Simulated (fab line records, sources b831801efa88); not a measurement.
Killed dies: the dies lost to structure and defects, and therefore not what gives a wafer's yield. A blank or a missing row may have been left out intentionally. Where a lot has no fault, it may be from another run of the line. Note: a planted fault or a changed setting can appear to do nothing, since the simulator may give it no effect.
fab line records	flow sky130
[record] lots = 7	wafers = 21	last-day = 50
route steps=708 shown VT_ADJUST_PCH@146 SONOS_TUNNEL@154 PAD_OPEN@708
lots untouched by any fault: they come from a run of this same line in which no faults occurred
start-h: hours from the record's opening day to when the first of the lot's shown wafers began	wait-h: hours elapsed since this lot's preceding step	" as in the row above	L1.1+2: several wafers, shown together as one row	- no value present, or no start provided	* or withheld: withheld	< > ~ a bound
route shown NAME@n: names a module that has steps shown in the file, with the first one's number in the route	usual: mean/standard deviation of fault-free wafers	same: alike in all rows	chamber/n: place in a boat	sites: the reading at each site	_std_site: standard deviation of those values	_edge_site: outer sites' mean less inner sites'	radius-mm: for every site, how far away it sits from the centre of the wafer	mask NAME#n: copy n	behind: tool/chamber where the wafer was last shaped	hold: why the lot was held/for how many hours/how that ended	device: the n, p or np transistor that did not switch	end of line: the same wafers' tests at the end of the route	a step without rows: its recipe alone	killed: dies lost to structure and defects at the first sort, not the wafer's yield	map: a wafer's dies, marking killed ones x, the rest . and places with no die _
set.NAME: the setting the step ran with; set.NAME@STEP: the setting that earlier step ran with	model.NAME: the simulator's own value behind a step, which no gauge read
lots at selected steps of the route; one table per step, one row per wafer
services: when a tool's chamber went out of use (start-h, in hours from the record's first day, below 0 if earlier), for how many hours, and the reason
[[steps]]
[step SKY_VT_ADJUST_PCH_SOFTBAKE_03]
[recipe] temp-c = 110	time-s = withheld
[step SKY_VT_ADJUST_PCH_EXPOSE_04]
[recipe] mask-id = NWM	na = 0.6	source-shape = conventional	sigma-outer = 0.6	polarization = unpolarized	target-cd-nm = 840	dose-mj = 255
[step SKY_VT_ADJUST_PCH_PEB_05]
[recipe] temp-c = 115	time-s = withheld
[step SKY_VT_ADJUST_PCH_DEVELOP_06]
[recipe] wall-angle-deg = 90	developer = TMAH	develop-time-s = 60	dev-temp-c = 23
[step SKY_VT_ADJUST_PCH_OVL_MEAS_07]
[usual] VT_ADJUST_PCH_OVL = 0.1/1.3
lot.wafer	tool	chamber	start-h	wait-h	VT_ADJUST_PCH_OVL[nm]
L653.2	overlay-02	-	249.94	-	0.4
L653.3	"	-	"	"	0.8
L653.6	"	-	"	"	-1.8
L654.3	overlay-02	-	255.10	-	0.2
L654.4	"	-	"	"	1.8
L654.6	"	-	"	"	0.1
L665.2	overlay-01	-	342.86	-	-0.3
L665.3	"	-	"	"	-0.2
L665.5	"	-	"	"	0.7
L666.3	overlay-01	-	349.91	-	-0.7
L666.4	"	-	"	"	-1.2
L666.6	"	-	"	"	-0.3
L667.2	overlay-02	-	356.49	-	-3.3
L667.5	"	-	"	"	-0.7
L667.6	"	-	"	"	-2.1
L668.1	overlay-01	-	365.42	-	0.4
L668.3	"	-	"	"	-0.4
L668.4	"	-	"	"	-0.8
L670.1	overlay-01	-	379.23	-	0.5
L670.5	"	-	"	"	-1.3
L670.6	"	-	"	"	-0.2
[step SKY_VT_ADJUST_PCH_IMPLANT_08]
[recipe] species = B	energy-kev = 10	dose-cm2 = 5e+11	tilt-deg = withheld
[step SKY_VT_ADJUST_PCH_STRIP_09]
[recipe] chemistry = O2/N2	power-w = 1400	pressure-mtorr = 1500	platen-temp-c = withheld	o2-flow-sccm = 3000	n2-flow-sccm = 300	overash-fraction = 0.5
[usual] chamber-pressure-mTorr = 1500.1/1.3	drypump-motor-current-A = 5.79/0.29	oes-product-au = 0.722/0.004	strip-time-to-endpoint-s = 36.29/0.1
lot.wafer	tool	chamber	start-h	wait-h	chamber-pressure-mTorr	drypump-motor-current-A	oes-product-au	rf-hours-counter-h	strip-time-to-endpoint-s
L653.2	plasma-asher-04	1	250.12	0.1	1499.4	5.78	0.726	45	36.21
L653.3	"	0	"	"	1502.9	6.21	0.728	-	36.24
L653.6	"	0	"	"	1500.3	6.21	0.730	-	36.30
L654.3	plasma-asher-03	0	255.30	0.1	1500.4	5.13	0.727	-	36.17
L654.4	"	1	"	"	1499.8	5.71	0.725	-	36.23
L654.6	"	1	"	"	1501.8	5.74	0.714	-	36.30
L665.2	plasma-asher-04	1	343.04	0.1	1498.5	5.80	0.717	54	36.46
L665.3	"	0	"	"	1498.8	6.25	0.721	-	36.46
L665.5	"	0	"	"	1499.2	6.23	0.724	-	36.43
L666.3	plasma-asher-01	1	350.12	0.1	1499.2	5.86	0.714	-	36.20
L666.4	"	0	"	"	1501.4	5.61	0.721	-	36.15
L666.6	"	0	"	"	1500.8	5.60	0.722	-	36.16
L667.2	plasma-asher-01	0	356.67	0.1	1501.6	5.62	0.721	67	36.25
L667.5	"	0	"	"	1499.5	5.63	0.727	-	36.27
L667.6	"	1	"	"	1501.1	5.81	0.722	-	36.41
L668.1	plasma-asher-04	1	365.61	0.1	1499.2	5.79	0.726	56	36.41
L668.3	"	0	"	"	1499.7	6.22	0.719	-	36.37
L668.4	"	1	"	"	1500.9	5.78	0.717	-	36.30
L670.1	plasma-asher-04	0	379.42	0.1	1500.3	6.20	0.723	57	36.21
L670.5	"	1	"	"	1501.8	5.80	0.724	-	36.23
L670.6	"	0	"	"	1501.5	6.23	0.722	-	36.25
[step SKY_VT_ADJUST_PCH_TW_MEAS_10]
[usual] VT_ADJUST_PCH_TW = 143.3/0.74
lot.wafer	tool	chamber	start-h	wait-h	VT_ADJUST_PCH_TW
L653.2	film-metro-03	-	250.23	0.1	143.6
L653.3	"	-	"	"	143.6
L653.6	"	-	"	"	143.4
L654.3	film-metro-02	-	255.39	0.1	143.1
L654.4	"	-	"	"	142.0
L654.6	"	-	"	"	142.2
L665.2	film-metro-04	-	343.15	0.1	142.4
L665.3	"	-	"	"	142.3
L665.5	"	-	"	"	143.0
L666.3	film-metro-04	-	350.21	0.1	143.3
L666.4	"	-	"	"	142.5
L666.6	"	-	"	"	143.4
L667.2	film-metro-04	-	356.78	0.1	142.6
L667.5	"	-	"	"	143.5
L667.6	"	-	"	"	143.3
L668.1	film-metro-02	-	365.71	0.1	142.0
L668.3	"	-	"	"	141.8
L668.4	"	-	"	"	142.6
L670.1	film-metro-03	-	379.52	0.1	144.3
L670.5	"	-	"	"	144.0
L670.6	"	-	"	"	144.4
[step SKY_SONOS_TUNNEL_DEHYDRATE_00]
[recipe] temp-c = 200	time-s = 60
[step SKY_SONOS_TUNNEL_HMDS_01]
[recipe] prime-time-s = 60	prime-temp-c = 120
[step SKY_SONOS_TUNNEL_COAT_02]
[recipe] resist = NOVOLAK	spin-rpm = 3000	resist-thk-nm = 1140
[step SKY_SONOS_TUNNEL_SOFTBAKE_03]
[recipe] temp-c = 90	time-s = 60	resist = NOVOLAK
[step SKY_SONOS_TUNNEL_EXPOSE_04]
[recipe] mask-id = TUNM	na = 0.6	source-shape = conventional	sigma-outer = 0.6	polarization = unpolarized	target-cd-nm = 410	dose-mj = 136
[usual] stage-vel-mm-s = 499.97/0.24
lot.wafer	tool	chamber	start-h	wait-h	mask	stage-vel-mm-s	model.SONOS_TUNNEL.overlay-x-nm
L653.2	iline-stepper-02	0	261.77	-	TUNM#0	499.94	-0.5847
L653.3	"	0	"	"	TUNM#0	500.28	-0.5847
L653.6	"	0	"	"	TUNM#0	500.08	-0.5847
L654.3	iline-stepper-01	0	266.72	-	TUNM#0	499.90	-0.1905
L654.4	"	0	"	"	TUNM#0	499.97	-0.1905
L654.6	"	0	"	"	TUNM#0	500.31	-0.1905
L665.2	iline-stepper-02	0	357.19	-	TUNM#0	500.11	-0.2099
L665.3	"	0	"	"	TUNM#0	500.10	-0.2099
L665.5	"	0	"	"	TUNM#0	499.69	-0.2099
L666.3	iline-stepper-02	0	364.39	-	TUNM#0	499.89	0.3771
L666.4	"	0	"	"	TUNM#0	500.11	0.3771
L666.6	"	0	"	"	TUNM#0	499.89	0.3771
L667.2	iline-stepper-01	0	382.03	-	TUNM#0	499.66	289.5
L667.5	"	0	"	"	TUNM#0	499.55	289.5
L667.6	"	0	"	"	TUNM#0	500.02	289.5
L668.1	iline-stepper-01	0	382.48	-	TUNM#0	500.44	290.4
L668.3	"	0	"	"	TUNM#0	500.13	290.4
L668.4	"	0	"	"	TUNM#0	500.26	290.4
L670.1	iline-stepper-01	0	392.10	-	TUNM#0	499.89	289.6
L670.5	"	0	"	"	TUNM#0	500.04	289.6
L670.6	"	0	"	"	TUNM#0	499.52	289.6
[step SKY_SONOS_TUNNEL_PEB_05]
[recipe] temp-c = withheld	time-s = *	resist = NOVOLAK
[step SKY_SONOS_TUNNEL_DEVELOP_06]
[recipe] resist = NOVOLAK	developer = TMAH	develop-time-s = 60	dev-temp-c = 23
[step SKY_SONOS_TUNNEL_CD_MEAS_07]
[recipe] target-cd-nm = 410
[usual] cd-nm = 410.1/2.2
lot.wafer	tool	chamber	start-h	wait-h	cd-nm
L653.2	cd-sem-02	-	274.08	0.1	412.6
L653.3	"	-	"	"	413.9
L653.6	"	-	"	"	412.6
L654.3	cd-sem-02	-	278.61	0.1	409.8
L654.4	"	-	"	"	409.0
L654.6	"	-	"	"	409.7
L665.2	cd-sem-02	-	370.59	0.1	409.1
L665.3	"	-	"	"	410.2
L665.5	"	-	"	"	409.6
L666.3	cd-sem-02	-	378.44	0.1	415.6
L666.4	"	-	"	"	411.9
L666.6	"	-	"	"	414.0
L667.2	cd-sem-02	-	394.83	0.1	407.2
L667.5	"	-	"	"	408.0
L667.6	"	-	"	"	406.9
L668.1	cd-sem-02	-	395.55	0.1	410.5
L668.3	"	-	"	"	410.5
L668.4	"	-	"	"	410.3
L670.1	cd-sem-02	-	404.37	0.1	409.8
L670.5	"	-	"	"	410.2
L670.6	"	-	"	"	408.6
[step SKY_SONOS_TUNNEL_OVL_MEAS_08]
[usual] SONOS_TUNNEL_OVL = -0.9/1.9
lot.wafer	tool	chamber	start-h	wait-h	SONOS_TUNNEL_OVL[nm]
L653.2	overlay-02	-	274.19	0.1	0.5
L653.3	"	-	"	"	1.3
L653.6	"	-	"	"	1.0
L654.3	overlay-02	-	278.70	0.1	-1.4
L654.4	"	-	"	"	-1.6
L654.6	"	-	"	"	-1.7
L665.2	overlay-01	-	370.70	0.1	-1.1
L665.3	"	-	"	"	-2.9
L665.5	"	-	"	"	1.2
L666.3	overlay-02	-	378.53	0.1	1.2
L666.4	"	-	"	"	0.7
L666.6	"	-	"	"	2.5
L667.2	overlay-01	-	394.94	0.1	285.5
L667.5	"	-	"	"	288.0
L667.6	"	-	"	"	288.1
L668.1	overlay-01	-	395.67	0.1	290.1
L668.3	"	-	"	"	288.4
L668.4	"	-	"	"	288.6
L670.1	overlay-02	-	404.49	0.1	288.8
L670.5	"	-	"	"	287.9
L670.6	"	-	"	"	289.2
[step SKY_SONOS_TUNNEL_IMPLANT_09]
[recipe] species = B	energy-kev = 20.11	dose-cm2 = 1e+12	tilt-deg = withheld
[step SKY_PAD_OPEN_PROBE_99]
[usual] killed_at_M0_to_M3 = 43/7	killed_at_M4_up = 3.3/1.8	killed-at-contacts = 24/6.2	killed-at-front-end = 16/4.7	killed-at-other = 0.4/0.58	killed-dies = 87/10	killed-on-rim = 16/3.7	killed-open = 47/6.4	killed-short = 39/7
[same] gross-dies = 492	killed-at-back-side = 0
lot.wafer	tool	chamber	start-h	wait-h	killed_at_M0_to_M3	killed_at_M4_up	killed-at-contacts	killed-at-front-end	killed-at-other	killed-dies	killed-on-rim	killed-open	killed-short
L654.3	prober-01	-	1100.03	0.2	39	4	21	30	0	94	12	49	45
L654.4	prober-01	-	1100.08	0.2	44	5	18	32	0	99	18	55	41
L654.6	prober-01	-	1100.18	0.2	43	6	22	24	0	95	17	44	51
L666.3	prober-01	-	1167.26	0.2	51	3	23	11	0	88	24	48	40
L666.4	prober-01	-	1167.31	0.2	36	5	18	23	0	82	16	47	35
L666.6	prober-01	-	1167.41	0.2	45	2	18	14	1	80	17	47	32
L668.1	prober-02	-	1179.65	0.1	51	2	28	409	2	492	96	57	42
L668.3	prober-02	-	1179.75	0.2	39	7	29	415	2	492	96	44	45
L668.4	prober-02	-	1179.80	0.2	48	3	34	405	2	492	96	49	48
L667.2	prober-01	-	1181.54	0.1	44	5	19	423	1	492	96	47	36
L667.5	prober-01	-	1181.69	0.2	47	7	22	416	0	492	96	43	45
L667.6	prober-01	-	1181.74	0.2	32	5	29	426	0	492	96	44	45
L670.1	prober-01	-	1197.89	0.1	44	1	33	414	0	492	96	47	42
L670.5	prober-01	-	1198.09	0.2	46	4	34	408	0	492	96	51	48
L670.6	prober-01	-	1198.14	0.2	50	7	29	406	0	492	96	53	53
// killed by level:class
L654.3 FIELD_ISO:geometric-particle:open=13 VIA1:geometric-particle:open=8 VIA1:geometric-particle:short=7 CONTACT:geometric-particle:open=6 FIELD_ISO:geometric-particle:short=5 POLY_GATE:geometric-particle:short=5 POLY_GATE:geometric-particle:open=5 CONTACT:geometric-particle:short=5
L654.4 FIELD_ISO:geometric-particle:open=10 LI_CONTACT:geometric-particle:open=8 METAL2:geometric-particle:short=8 VIA3:geometric-particle:open=7 POLY_GATE:geometric-particle:open=6 CONTACT:geometric-particle:open=6 METAL1:geometric-particle:open=6 POLY_GATE:geometric-particle:short=5
L654.6 VIA1:geometric-particle:open=11 FIELD_ISO:geometric-particle:short=9 LOCAL_INTERCONNECT:geometric-particle:short=8 VIA1:geometric-particle:short=6 METAL2:geometric-particle:short=6 LI_CONTACT:geometric-particle:open=5 POLY_GATE:geometric-particle:short=5 CONTACT:geometric-particle:open=5
L666.3 VIA1:geometric-particle:open=15 VIA2:geometric-particle:open=10 CONTACT:geometric-particle:short=7 CONTACT:geometric-particle:open=6 LI_CONTACT:geometric-particle:open=5 METAL1:geometric-particle:short=5 VIA1:geometric-particle:short=5 VIA3:geometric-particle:short=5
L666.4 CONTACT:geometric-particle:open=8 VIA1:geometric-particle:open=8 POLY_GATE:geometric-particle:short=7 LI_CONTACT:geometric-particle:open=6 VIA3:geometric-particle:open=6 VIA2:geometric-particle:open=5 FIELD_ISO:geometric-particle:short=4 POLY_GATE:geometric-particle:open=4
L666.6 VIA1:geometric-particle:open=12 VIA2:geometric-particle:open=10 LI_CONTACT:geometric-particle:open=8 VIA3:geometric-particle:open=5 FIELD_ISO:geometric-particle:open=4 FIELD_ISO:geometric-particle:short=4 POLY_GATE:geometric-particle:short=3 LOCAL_INTERCONNECT:geometric-particle:short=3
L668.1 SONOS_TUNNEL:overlay=393 VIA1:geometric-particle:open=11 VIA3:geometric-particle:open=11 LI_CONTACT:geometric-particle:open=9 CONTACT:geometric-particle:open=9 VIA2:geometric-particle:open=8 POLY_GATE:geometric-particle:short=6 METAL1:geometric-particle:short=6
L668.3 SONOS_TUNNEL:overlay=401 METAL2:geometric-particle:short=10 CONTACT:geometric-particle:open=9 LI_CONTACT:geometric-particle:open=8 CONTACT:geometric-particle:short=6 VIA1:geometric-particle:open=6 VIA3:geometric-particle:open=5 VIA3:geometric-particle:short=4
L668.4 SONOS_TUNNEL:overlay=393 LI_CONTACT:geometric-particle:open=14 VIA1:geometric-particle:open=10 VIA1:geometric-particle:short=10 METAL1:geometric-particle:short=8 CONTACT:geometric-particle:open=7 LOCAL_INTERCONNECT:geometric-particle:short=5 POLY_GATE:geometric-particle:short=4
L667.2 SONOS_TUNNEL:overlay=408 CONTACT:geometric-particle:open=10 VIA3:geometric-particle:open=8 METAL1:geometric-particle:short=7 VIA1:geometric-particle:open=7 VIA2:geometric-particle:open=5 METAL3:geometric-particle:short=5 POLY_GATE:geometric-particle:open=4
L667.5 SONOS_TUNNEL:overlay=404 VIA1:geometric-particle:open=11 METAL1:geometric-particle:short=8 LOCAL_INTERCONNECT:geometric-particle:short=7 VIA3:geometric-particle:open=6 METAL4:geometric-particle:short=6 FIELD_ISO:geometric-particle:open=5 CONTACT:geometric-particle:short=5
L667.6 SONOS_TUNNEL:overlay=403 LOCAL_INTERCONNECT:geometric-particle:short=10 CONTACT:geometric-particle:open=7 VIA2:geometric-particle:open=7 CONTACT:geometric-particle:short=6 FIELD_ISO:geometric-particle:open=5 POLY_GATE:geometric-particle:short=5 VIA3:geometric-particle:open=5
L670.1 SONOS_TUNNEL:overlay=401 CONTACT:geometric-particle:open=14 VIA1:geometric-particle:open=9 VIA3:geometric-particle:open=9 METAL2:geometric-particle:short=7 LOCAL_INTERCONNECT:geometric-particle:short=6 VIA1:geometric-particle:short=6 METAL1:geometric-particle:short=5
L670.5 SONOS_TUNNEL:overlay=393 VIA1:geometric-particle:open=12 VIA3:geometric-particle:open=10 CONTACT:geometric-particle:open=9 CONTACT:geometric-particle:short=8 METAL2:geometric-particle:short=8 LI_CONTACT:geometric-particle:open=7 LI_CONTACT:geometric-particle:short=5
L670.6 SONOS_TUNNEL:overlay=386 METAL2:geometric-particle:short=12 LI_CONTACT:geometric-particle:open=9 CONTACT:geometric-particle:open=9 VIA3:geometric-particle:open=9 FIELD_ISO:geometric-particle:open=6 VIA2:geometric-particle:open=5 VIA1:geometric-particle:short=5
// map L667.2 (x killed, . not)
__________xxxxxxxxxx_________
________xxxxxxxxxxxxxx_______
______xxxxxxxxxxxxxxxxxx_____
_____xxxxxxxxxxxxxxxxxxxx____
____xxxxxxxxxxxxxxxxxxxxxx___
___xxxxxxxxxxxxxxxxxxxxxxxx__
__xxxxxxxxxxxxxxxxxxxxxxxxxx_
_xxxxxxxxxxxxxxxxxxxxxxxxxxxx
_xxxxxxxxxxxxxxxxxxxxxxxxxxxx
_xxxxxxxxxxxxxxxxxxxxxxxxxxxx
_xxxxxxxxxxxxxxxxxxxxxxxxxxxx
_xxxxxxxxxxxxxxxxxxxxxxxxxxxx
_xxxxxxxxxxxxxxxxxxxxxxxxxxxx
_xxxxxxxxxxxxxxxxxxxxxxxxxxxx
_xxxxxxxxxxxxxxxxxxxxxxxxxxxx
__xxxxxxxxxxxxxxxxxxxxxxxxxx_
___xxxxxxxxxxxxxxxxxxxxxxxx__
____xxxxxxxxxxxxxxxxxxxxxx___
_____xxxxxxxxxxxxxxxxxxxx____
______xxxxxxxxxxxxxxxxxx_____
________xxxxxxxxxxxxxx_______
__________xxxxxxxxxx_________
// map L668.1 (x killed, . not)
__________xxxxxxxxxx_________
________xxxxxxxxxxxxxx_______
______xxxxxxxxxxxxxxxxxx_____
_____xxxxxxxxxxxxxxxxxxxx____
____xxxxxxxxxxxxxxxxxxxxxx___
___xxxxxxxxxxxxxxxxxxxxxxxx__
__xxxxxxxxxxxxxxxxxxxxxxxxxx_
_xxxxxxxxxxxxxxxxxxxxxxxxxxxx
_xxxxxxxxxxxxxxxxxxxxxxxxxxxx
_xxxxxxxxxxxxxxxxxxxxxxxxxxxx
_xxxxxxxxxxxxxxxxxxxxxxxxxxxx
_xxxxxxxxxxxxxxxxxxxxxxxxxxxx
_xxxxxxxxxxxxxxxxxxxxxxxxxxxx
_xxxxxxxxxxxxxxxxxxxxxxxxxxxx
_xxxxxxxxxxxxxxxxxxxxxxxxxxxx
__xxxxxxxxxxxxxxxxxxxxxxxxxx_
___xxxxxxxxxxxxxxxxxxxxxxxx__
____xxxxxxxxxxxxxxxxxxxxxx___
_____xxxxxxxxxxxxxxxxxxxx____
______xxxxxxxxxxxxxxxxxx_____
________xxxxxxxxxxxxxx_______
__________xxxxxxxxxx_________
[[services]]
tool	chamber	start-h	hours	kind
plasma-asher-01	-	231.80	2.8	pm
iline-stepper-02	0	257.20	-	calibration
iline-stepper-01	-	274.01	1.7	pm
iline-stepper-02	-	314.29	2.1	pm
iline-stepper-02	-	316.37	-	consumable-replace:lamp
plasma-asher-03	-	338.38	0.4	repair
iline-stepper-01	-	347.74	28.9	pm
iline-stepper-01	0	348.00	-	calibration
iline-stepper-02	-	367.50	9.8	repair
iline-stepper-01	-	377.34	4.4	pm
iline-stepper-02	-	378.00	1.0	repair
iline-stepper-02	-	381.88	1.7	pm
[[key]]
[first-sign] step = SKY_SONOS_TUNNEL_OVL_MEAS_08	reading = SONOS_TUNNEL_OVL	direction = up	sigmas = 99+	usual = -0.9	struck = 288.3
[effect] step = SKY_PAD_OPEN_PROBE_99	reading = killed-at-front-end	direction = up	sigmas = 84	usual = 16	struck = 414
[model-effect] step = SKY_SONOS_TUNNEL_EXPOSE_04	value = SONOS_TUNNEL.overlay-x-nm	without = 0.3774	struck = 289.8
[more-kills-born-at] SKY_SONOS_TUNNEL_EXPOSE_04@iline-stepper-01 = 3582
met-at SKY_SONOS_TUNNEL_EXPOSE_04
struck-wafers L667.2,L667.5,L667.6,L668.1,L668.3,L668.4,L670.1,L670.5,L670.6
tester-left-out L667,L668,L670
onset-between 266.72 382.03
also-fits time
[fault] kind = scanner-matching-overlay	tool = iline-stepper-01	chamber = -	onset-h = 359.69	steps = SKY_SONOS_TUNNEL_EXPOSE_04	offset = 289.41
// tester-left-out: of these lots the tester's yield and bins aren't shown, on N5 and GAA mostly nor the transistor test; their killed dies are dies lost to structure and defects alone, not to doping, threshold or leakage, so they don't give the yield
